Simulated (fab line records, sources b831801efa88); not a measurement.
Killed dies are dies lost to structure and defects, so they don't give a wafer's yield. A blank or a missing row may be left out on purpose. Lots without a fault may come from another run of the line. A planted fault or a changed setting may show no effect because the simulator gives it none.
fab line records | flow sky130
record lots=6 wafers=18 last_day=50
route steps=708 shown VT_ADJUST_HVTR@139 VT_ADJUST_PCH@143 PAD_OPEN@708
lots that met no fault: from a run of the same line without faults
start_h: hours from the record's first day to the start of the lot's first wafer shown | wait_h: hours since the lot's step before | " the same as in the row above | L1.1+2: a row that stands for several wafers | - no value, or no start given | * or withheld: withheld | < > ~ a bound
route shown NAME@n: a module of which the file shows steps, and the number in the route of the first | usual: mean/standard deviation of fault-free wafers | same: alike in all rows | chamber/n: place in a boat | sites: the reading at each site | _std_site: their standard deviation | _edge_site: outer sites' mean less inner sites' | radius_mm: how far each site lies from the wafer's centre | mask NAME#n: copy n | behind: the tool/chamber that last shaped the wafer | hold: why the lot was held/for how many hours/how that ended | device: the transistor (n, p or np) that didn't switch | end of line: the same wafers' tests at the end of the route | a step without rows: its recipe alone | killed: dies lost to structure and defects at the first sort, not the wafer's yield | map: a wafer's dies, x killed, . not, _ none there
set.NAME: the setting as run; set.NAME@STEP: as run at that earlier step | model.NAME: the simulator's own value behind a step, which no gauge read
lots at some steps of the route; a table a step, a row a wafer
services: from which hour (start_h, from the record's first day; less than 0 if before it) a tool's chamber was out of use, for how many hours, and why
## steps
# step SKY_VT_ADJUST_HVTR_OVL_MEAS_08
# usual VT_ADJUST_HVTR_OVL=0.4/1.4
# columns lot.wafer tool chamber start_h wait_h VT_ADJUST_HVTR_OVL[nm]
L231.2 overlay-02 - 242.32 0.1 -0.2
L231.3 " - " " -0.7
L231.5 " - " " -1.2
L233.1 overlay-02 - 252.98 0.1 0.7
L233.3 " - " " 0.5
L233.4 " - " " -0.3
L236.2 overlay-01 - 268.90 0.1 -0.1
L236.3 " - " " -2.1
L236.5 " - " " -0.1
L240.1 overlay-02 - 287.58 0.1 0.6
L240.2 " - " " 1.8
L240.6 " - " " 3.4
L251.1 overlay-02 - 362.46 0.1 1.0
L251.2 " - " " -0.9
L251.3 " - " " 0.1
L252.1 overlay-02 - 369.91 0.1 2.9
L252.4 " - " " 2.5
L252.5 " - " " 3.4
# step SKY_VT_ADJUST_HVTR_IMPLANT_09
# recipe species=B energy_kev=10 dose_cm2=2.1e+12 tilt_deg=withheld
# step SKY_VT_ADJUST_HVTR_STRIP_10
# recipe chemistry=O2/N2 power_w=1400 pressure_mtorr=1500 platen_temp_c=withheld o2_flow_sccm=3000 n2_flow_sccm=300 overash_fraction=0.5
# usual drypump_motor_current_A=5.6/0.45 o2_flow_sccm=3000/9.5 oes_product_au=0.716/0.0044 strip_time_to_endpoint_s=14.16/0.038
# same overash_fraction=0.5
# columns lot.wafer tool chamber start_h wait_h drypump_motor_current_A o2_flow_sccm oes_product_au rf_hours_counter_h strip_time_to_endpoint_s
L231.2 plasma_asher-01 0 242.50 0.1 5.8 3009 0.720 62 14.16
L231.3 " 0 " " 5.8 3002 0.713 - 14.19
L231.5 " 0 " " 5.8 2996 0.713 - 14.14
L233.1 plasma_asher-03 1 253.16 0.1 5.6 2989 0.715 56 14.15
L233.3 " 0 " " 6.2 3006 0.718 - 14.19
L233.4 " 1 " " 5.6 2997 0.722 - 14.17
L236.2 plasma_asher-03 1 269.08 0.1 5.6 3013 0.711 58 14.19
L236.3 " 1 " " 5.6 3022 0.721 - 14.19
L236.5 " 0 " " 6.2 3001 0.716 - 14.18
L240.1 plasma_asher-03 1 287.76 0.1 5.6 3000 0.723 60 14.16
L240.2 " 0 " " 6.2 3003 0.714 60 14.17
L240.6 " 0 " " 6.2 2993 0.714 - 14.13
L251.1 plasma_asher-04 1 362.65 0.1 5.9 2997 0.714 52 14.16
L251.2 " 0 " " 5.0 3007 0.717 52 14.16
L251.3 " 1 " " 5.9 2998 0.714 - 14.09
L252.1 plasma_asher-04 1 370.10 0.1 5.9 3000 0.714 53 14.17
L252.4 " 0 " " 5.0 2998 0.717 - 14.18
L252.5 " 1 " " 5.9 2999 0.716 - 14.12
# step SKY_VT_ADJUST_HVTR_TW_MEAS_11
# usual VT_ADJUST_HVTR_TW=208.8/2.9
# columns lot.wafer tool chamber start_h wait_h VT_ADJUST_HVTR_TW
L231.2 film_metro-04 - 242.61 0.1 206.4
L231.3 " - " " 205.2
L231.5 " - " " 206.7
L233.1 film_metro-03 - 253.26 0.1 206.2
L233.3 " - " " 206.4
L233.4 " - " " 206.9
L236.2 film_metro-04 - 269.19 0.1 205.2
L236.3 " - " " 205.5
L236.5 " - " " 205.1
L240.1 film_metro-03 - 287.86 0.1 210.6
L240.2 " - " " 210.7
L240.6 " - " " 210.0
L251.1 film_metro-04 - 362.75 0.1 206.7
L251.2 " - " " 206.0
L251.3 " - " " 206.9
L252.1 film_metro-03 - 370.20 0.1 208.4
L252.4 " - " " 208.2
L252.5 " - " " 208.1
# step SKY_VT_ADJUST_PCH_DEHYDRATE_00
# recipe temp_c=200 time_s=60
# step SKY_VT_ADJUST_PCH_HMDS_01
# recipe prime_time_s=60 prime_temp_c=120
# step SKY_VT_ADJUST_PCH_COAT_02
# recipe spin_rpm=2000 resist_thk_nm=3000
# step SKY_VT_ADJUST_PCH_SOFTBAKE_03
# recipe temp_c=110 time_s=withheld
# step SKY_VT_ADJUST_PCH_EXPOSE_04
# recipe mask_id=NWM na=0.6 source_shape=conventional sigma_outer=0.6 polarization=unpolarized target_cd_nm=840 dose_mj=255
# step SKY_VT_ADJUST_PCH_PEB_05
# recipe temp_c=115 time_s=withheld
# step SKY_VT_ADJUST_PCH_DEVELOP_06
# recipe wall_angle_deg=90 developer=TMAH develop_time_s=60 dev_temp_c=23
# step SKY_VT_ADJUST_PCH_OVL_MEAS_07
# usual VT_ADJUST_PCH_OVL=-0.3/1.4
# columns lot.wafer tool chamber start_h wait_h VT_ADJUST_PCH_OVL[nm]
L231.2 overlay-02 - 265.47 - -1.5
L231.3 " - " " 0.8
L231.5 " - " " 0.2
L233.1 overlay-02 - 276.61 - 1.9
L233.3 " - " " 4.1
L233.4 " - " " 2.1
L236.2 overlay-01 - 294.05 - 1.2
L236.3 " - " " -0.5
L236.5 " - " " 0.0
L240.1 overlay-02 - 313.07 - -2.6
L240.2 " - " " -0.8
L240.6 " - " " -1.7
L251.1 overlay-01 - 391.14 - -2.0
L251.2 " - " " -1.2
L251.3 " - " " 0.2
L252.1 overlay-01 - 398.36 - -1.1
L252.4 " - " " -0.6
L252.5 " - " " 0.1
# step SKY_VT_ADJUST_PCH_IMPLANT_08
# recipe species=B energy_kev=10 dose_cm2=5e+11 tilt_deg=withheld
# usual beam_on_s=10.00/0.19 end_station_pressure_torr=4.99e-06/2.6e-07 faraday_current_uA=2.82/0.055
# columns lot.wafer tool chamber start_h wait_h beam_on_s end_station_pressure_torr faraday_current_uA
L231.2 implanter-04 0 265.52 0.0 10.30 4.46e-06 2.74
L231.3 " 0 " " 10.08 5.12e-06 2.81
L231.5 " 0 " " 9.75 5.14e-06 2.89
L233.1 implanter-01 0 276.65 0.0 11.17 6.367e-05 2.44
L233.3 " 0 " " 11.30 6.29e-05 2.40
L233.4 " 0 " " 10.82 6.595e-05 2.53
L236.2 implanter-04 0 294.10 0.0 10.25 5.23e-06 2.73
L236.3 " 0 " " 10.20 4.96e-06 2.76
L236.5 " 0 " " 9.75 5.49e-06 2.90
L240.1 implanter-01 0 313.11 0.0 10.89 7.046e-05 2.52
L240.2 " 0 " " 10.93 6.885e-05 2.51
L240.6 " 0 " " 10.78 6.744e-05 2.54
L251.1 implanter-01 0 391.18 0.0 9.86 5.08e-06 2.87
L251.2 " 0 " " 10.06 5e-06 2.81
L251.3 " 0 " " 10.09 5.23e-06 2.78
L252.1 implanter-04 0 398.40 0.0 10.18 5.08e-06 2.78
L252.4 " 0 " " 10.17 5.13e-06 2.77
L252.5 " 0 " " 10.12 5.2e-06 2.79
# step SKY_VT_ADJUST_PCH_STRIP_09
# recipe chemistry=O2/N2 power_w=1400 pressure_mtorr=1500 platen_temp_c=withheld o2_flow_sccm=3000 n2_flow_sccm=300 overash_fraction=0.5
# usual drypump_motor_current_A=5.7/0.59 o2_flow_sccm=3000/10 oes_product_au=0.722/0.0047 strip_time_to_endpoint_s=36.88/0.11
# same overash_fraction=0.5
# columns lot.wafer tool chamber start_h wait_h drypump_motor_current_A o2_flow_sccm oes_product_au rf_hours_counter_h strip_time_to_endpoint_s
L231.2 plasma_asher-02 0 265.65 0.1 6.7 2993 0.719 16 36.99
L231.3 " 0 " " 6.6 3001 0.720 - 36.91
L231.5 " 1 " " 5.7 2989 0.723 - 36.96
L233.1 plasma_asher-04 1 276.80 0.1 5.9 2992 0.725 43 36.92
L233.3 " 1 " " 5.9 2988 0.721 - 36.96
L233.4 " 0 " " 5.0 3012 0.726 - 37.04
L236.2 plasma_asher-04 1 294.23 0.1 5.8 2996 0.720 45 37.00
L236.3 " 1 " " 5.8 2990 0.732 - 37.06
L236.5 " 0 " " 5.0 2996 0.720 - 37.00
L240.1 plasma_asher-01 1 313.26 0.1 4.9 2982 0.731 65 36.88
L240.2 " 0 " " 5.8 2995 0.728 65 36.97
L240.6 " 1 " " 4.9 3002 0.725 - 36.92
L251.1 plasma_asher-01 0 391.33 0.1 5.8 2995 0.725 73 36.85
L251.2 " 1 " " 4.9 3003 0.723 73 36.77
L251.3 " 0 " " 5.8 3001 0.719 - 36.83
L252.1 plasma_asher-01 0 398.55 0.1 5.8 3002 0.717 74 36.72
L252.4 " 1 " " 4.9 2994 0.724 - 36.77
L252.5 " 1 " " 4.9 3007 0.718 - 36.86
# step SKY_PAD_OPEN_PROBE_99
# usual killed_at_M0_to_M3=44/6.5 killed_at_M4_up=3.3/1.9 killed_at_contacts=24/5.3 killed_at_front_end=15/4.5 killed_at_other=0.3/0.58 killed_dies=87/9.3 killed_open=48/6.6 killed_short=39/6.1
# same gross_dies=492 killed_at_back_side=0
# columns lot.wafer tool chamber start_h wait_h killed_at_M0_to_M3 killed_at_M4_up killed_at_contacts killed_at_front_end killed_at_other killed_dies killed_open killed_short model.etest.pfet_01v8_lvt.vt_long_v
L231.2 prober-01 - 1106.78 0.1 37 6 18 14 0 75 39 36 -0.6539
L231.3 prober-01 - 1106.83 0.2 44 6 19 17 0 86 50 36 -0.6501
L231.5 prober-01 - 1106.93 0.2 35 1 16 16 0 68 44 24 -0.6529
L233.1 prober-02 - 1118.09 0.1 35 4 21 13 0 73 41 32 -0.6303
L233.3 prober-02 - 1118.19 0.2 49 2 16 18 0 85 51 34 -0.6339
L233.4 prober-02 - 1118.24 0.2 45 3 28 16 0 92 50 42 -0.6324
L236.2 prober-01 - 1125.68 0.1 45 3 25 17 1 91 51 40 -0.6447
L236.3 prober-01 - 1125.73 0.2 31 1 31 16 1 80 49 31 -0.6428
L236.5 prober-01 - 1125.83 0.2 45 5 19 23 0 92 50 42 -0.652
L240.1 prober-01 - 1143.99 0.1 37 2 21 15 0 75 42 33 -0.65
L240.2 prober-01 - 1144.04 0.1 58 6 23 10 0 97 56 41 -0.6461
L240.6 prober-01 - 1144.24 0.2 39 4 31 18 0 92 51 41 -0.6545
L251.1 prober-02 - 1190.29 0.1 54 3 23 14 0 94 49 45 -0.6551
L251.2 prober-02 - 1190.34 0.1 46 3 24 19 0 92 48 44 -0.656
L251.3 prober-02 - 1190.39 0.2 56 7 23 16 0 102 55 47 -0.6547
L252.1 prober-02 - 1193.90 0.1 50 7 24 11 1 93 54 39 -0.6547
L252.4 prober-02 - 1194.05 0.2 44 6 33 14 0 97 52 45 -0.6489
L252.5 prober-02 - 1194.10 0.2 48 2 29 11 2 92 52 40 -0.6567
# killed by level:class
L231.2 VIA3:geometric_particle:open=7 LI_CONTACT:geometric_particle:open=6 CONTACT:geometric_particle:open=6 METAL2:geometric_particle:short=6 POLY_GATE:geometric_particle:open=4 LOCAL_INTERCONNECT:geometric_particle:short=4 VIA1:geometric_particle:open=4 VIA1:geometric_particle:short=4
L231.3 VIA1:geometric_particle:open=12 CONTACT:geometric_particle:open=11 POLY_GATE:geometric_particle:short=7 VIA2:geometric_particle:open=6 POLY_GATE:geometric_particle:open=5 METAL2:geometric_particle:short=5 METAL1:geometric_particle:short=5 VIA3:geometric_particle:open=5
L231.5 VIA1:geometric_particle:open=14 CONTACT:geometric_particle:open=8 FIELD_ISO:geometric_particle:short=7 FIELD_ISO:geometric_particle:open=4 LI_CONTACT:geometric_particle:open=4 VIA3:geometric_particle:open=4 VIA1:geometric_particle:short=3 METAL2:geometric_particle:short=3
L233.1 VIA1:geometric_particle:open=13 VIA2:geometric_particle:open=6 FIELD_ISO:geometric_particle:open=5 LI_CONTACT:geometric_particle:open=5 LOCAL_INTERCONNECT:geometric_particle:short=5 CONTACT:geometric_particle:short=5 METAL1:geometric_particle:short=5 CONTACT:geometric_particle:open=4
L233.3 VIA1:geometric_particle:open=15 FIELD_ISO:geometric_particle:short=9 VIA2:geometric_particle:open=9 CONTACT:geometric_particle:open=7 FIELD_ISO:geometric_particle:open=5 VIA3:geometric_particle:open=5 LI_CONTACT:geometric_particle:open=4 LOCAL_INTERCONNECT:geometric_particle:short=4
L233.4 CONTACT:geometric_particle:open=9 VIA1:geometric_particle:open=9 FIELD_ISO:geometric_particle:short=8 LI_CONTACT:geometric_particle:open=8 METAL2:geometric_particle:short=7 LOCAL_INTERCONNECT:geometric_particle:short=7 VIA3:geometric_particle:open=7 METAL1:geometric_particle:short=4
L236.2 VIA1:geometric_particle:open=10 VIA3:geometric_particle:open=9 POLY_GATE:geometric_particle:open=8 LI_CONTACT:geometric_particle:open=8 CONTACT:geometric_particle:short=6 CONTACT:geometric_particle:open=5 METAL1:geometric_particle:short=5 METAL2:geometric_particle:short=5
L236.3 CONTACT:geometric_particle:open=10 LOCAL_INTERCONNECT:geometric_particle:short=7 LI_CONTACT:geometric_particle:open=6 VIA3:geometric_particle:open=6 POLY_GATE:geometric_particle:open=5 POLY_GATE:geometric_particle:short=5 VIA1:geometric_particle:open=5 FIELD_ISO:geometric_particle:open=4
L236.5 VIA1:geometric_particle:open=13 VIA3:geometric_particle:open=8 FIELD_ISO:geometric_particle:short=6 LI_CONTACT:geometric_particle:open=6 VIA1:geometric_particle:short=6 POLY_GATE:geometric_particle:open=5 CONTACT:geometric_particle:open=5 METAL2:geometric_particle:short=5
L240.1 VIA2:geometric_particle:open=10 LI_CONTACT:geometric_particle:open=6 CONTACT:geometric_particle:open=6 CONTACT:geometric_particle:short=6 VIA3:geometric_particle:open=6 METAL2:geometric_particle:short=5 FIELD_ISO:geometric_particle:short=4 VIA1:geometric_particle:open=4
L240.2 VIA1:geometric_particle:open=15 VIA2:geometric_particle:open=10 VIA3:geometric_particle:open=9 CONTACT:geometric_particle:open=9 METAL2:geometric_particle:short=7 LI_CONTACT:geometric_particle:open=5 CONTACT:geometric_particle:short=5 METAL3:geometric_particle:short=5
L240.6 VIA1:geometric_particle:open=14 LI_CONTACT:geometric_particle:open=10 CONTACT:geometric_particle:open=8 METAL2:geometric_particle:short=6 FIELD_ISO:geometric_particle:short=5 LOCAL_INTERCONNECT:geometric_particle:short=5 SPACER:geometric_particle:short=4 VIA2:geometric_particle:open=4
L251.1 VIA3:geometric_particle:open=11 CONTACT:geometric_particle:open=11 VIA1:geometric_particle:open=8 VIA2:geometric_particle:open=6 VIA1:geometric_particle:short=6 LOCAL_INTERCONNECT:geometric_particle:short=5 METAL3:geometric_particle:short=5 METAL2:geometric_particle:short=5
L251.2 VIA1:geometric_particle:open=11 VIA1:geometric_particle:short=8 METAL2:geometric_particle:short=8 CONTACT:geometric_particle:open=8 LI_CONTACT:geometric_particle:open=6 VIA2:geometric_particle:open=6 CONTACT:geometric_particle:short=5 VIA3:geometric_particle:open=5
L251.3 CONTACT:geometric_particle:open=12 VIA1:geometric_particle:open=12 VIA2:geometric_particle:open=11 METAL1:geometric_particle:short=6 VIA1:geometric_particle:short=6 METAL4:geometric_particle:short=6 FIELD_ISO:geometric_particle:open=5 METAL3:geometric_particle:short=5
L252.1 VIA1:geometric_particle:open=10 METAL1:geometric_particle:short=8 LI_CONTACT:geometric_particle:open=8 VIA2:geometric_particle:open=8 CONTACT:geometric_particle:open=7 VIA1:geometric_particle:short=7 CONTACT:geometric_particle:short=7 VIA3:geometric_particle:open=6
L252.4 CONTACT:geometric_particle:open=14 VIA1:geometric_particle:open=12 METAL2:geometric_particle:short=8 POLY_GATE:geometric_particle:short=6 LOCAL_INTERCONNECT:geometric_particle:short=6 VIA2:geometric_particle:open=6 METAL3:geometric_particle:short=5 LI_CONTACT:geometric_particle:short=5
L252.5 VIA1:geometric_particle:open=17 CONTACT:geometric_particle:open=16 CONTACT:geometric_particle:short=6 VIA2:geometric_particle:open=6 METAL1:geometric_particle:short=5 VIA1:geometric_particle:short=5 METAL3:geometric_particle:short=5 FIELD_ISO:geometric_particle:short=4
## services
# columns tool chamber start_h hours kind
plasma_asher-04 - 224.96 14.6 pm
plasma_asher-01 - 245.55 39.4 pm
plasma_asher-04 - 254.95 1.3 repair
plasma_asher-02 - 296.56 4.3 pm
plasma_asher-01 - 299.05 2.6 repair
implanter-01 - 327.04 2.0 repair
plasma_asher-02 - 333.61 3.1 repair
implanter-01 - 373.20 5.5 pm
plasma_asher-04 - 381.16 2.2 repair
## key
first_sign step=SKY_VT_ADJUST_PCH_IMPLANT_08 reading=end_station_pressure_torr direction=up sigmas=99+ usual=4.99e-06 struck=6.654e-05
effect step=SKY_VT_ADJUST_PCH_IMPLANT_08 reading=faraday_current_uA direction=down sigmas=6 usual=2.82 struck=2.49
model_effect step=SKY_PAD_OPEN_PROBE_99 value=etest.pfet_01v8_lvt.vt_long_v without=-0.6535 struck=-0.6412
met_at SKY_VT_ADJUST_PCH_IMPLANT_08
struck_wafers L233.1,L233.3,L233.4,L240.1,L240.2,L240.6
tester_left_out L233,L240
fault kind=process_parameter_drift tool=implanter-01 chamber=- onset_h=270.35 steps=SKY_VT_ADJUST_PCH_IMPLANT_08 channel=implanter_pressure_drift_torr offset=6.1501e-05 shape=step end_h=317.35
fault kind=process_parameter_drift tool=implanter-01 chamber=- onset_h=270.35 steps=SKY_VT_ADJUST_PCH_IMPLANT_08 channel=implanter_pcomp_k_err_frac offset=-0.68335 shape=step end_h=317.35
# tester_left_out: of these lots the tester's yield and bins aren't shown, on N5 and GAA mostly nor the transistor test; their killed dies are dies lost to structure and defects alone, not to doping, threshold or leakage, so they don't give the yield
